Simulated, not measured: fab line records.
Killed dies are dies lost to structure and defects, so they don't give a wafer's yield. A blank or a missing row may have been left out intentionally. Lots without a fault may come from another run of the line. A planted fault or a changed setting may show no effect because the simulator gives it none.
One fault seen from 2 desks | flow gf180mcu | what lay behind the numbers comes last; until then each desk has only its own

== TOOL OWNER'S DESK, litho_track-03 ==
The tool's own readings at GF_VT_IMPLANT_COAT_24 (resist thk 1000 nm): means of the sampled wafers that have a number, for each lot that ran on this tool. Any lot whose mean is over 4 standard deviations away from the usual mean is out of limits and marked OUT; that distance is given in the brackets.
Columns: A = dispense_pressure_kPa at GF_VT_IMPLANT_COAT_24, usual 51.1 kPa; B = spin_speed_rpm at GF_VT_IMPLANT_COAT_24, usual 3000.2 rpm
lot  | first seen here | A    | B
L155 | day 6 13:07     | 49.7 | 3001.6
L156 | day 6 19:28     | 49.7 | 2998.9
L164 | day 8 22:33     | 49.6 | 2942.6 (-27) OUT
L165 | day 9 05:24     | 49.6 | 2942.6 (-27) OUT
L166 | day 9 09:32     | 49.6 | 2944.1 (-27) OUT
This desk's verdict: out of limits on L164, L165, L166, starting with L164 at day 8 22:33 (spin_speed_rpm at GF_VT_IMPLANT_COAT_24). In limits: L155, L156.

== AT THE METROLOGY DESK ==
What the gauges read, lot by lot, whatever tool the lot ran on: means of the sampled wafers that have a number. Any lot whose mean is over 4 standard deviations away from the usual mean is out of limits and marked OUT; that distance is given in the brackets.
Columns: A = VT_IMPLANT_2_TW at GF_VT_IMPLANT_TW_MEAS_21, usual 1217
lot  | first seen here | A
L155 | day 6 05:37     | 1226
L156 | day 6 12:23     | 1204
L157 | day 6 18:58     | 1202
L160 | day 7 13:44     | 1238
L164 | day 8 15:08     | 1227
L165 | day 8 21:29     | 1233
L166 | day 9 01:14     | 1232
L168 | day 9 16:36     | 1238
L169 | day 9 22:58     | 1204
L170 | day 10 06:47    | 1210
L171 | day 10 12:15    | 1205
L175 | day 11 10:46    | 1238
This desk's verdict: no lot among the 12 shows anything out of limits.

== BROUGHT TOGETHER ==
The tool owner's desk had the chance to raise an alarm at day 8 22:33 on L164, L165, L166.
Nothing out of limits was seen by the metrology desk.
The metrology desk has L164, L165, L166 on record, within its limits.
The lots listed all ran GF_VT_IMPLANT_COAT_24 on litho_track-03.

== WHAT HAD BEEN PUT IN BY THE SIMULATOR ==
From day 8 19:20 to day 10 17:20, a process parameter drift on litho_track-03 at GF_VT_IMPLANT_COAT_24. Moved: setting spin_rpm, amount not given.
Struck lots among those shown: L164, L165, L166.
How many hours passed from the start of the fault until each desk's first out-of-limits reading: the tool owner's desk, 3.
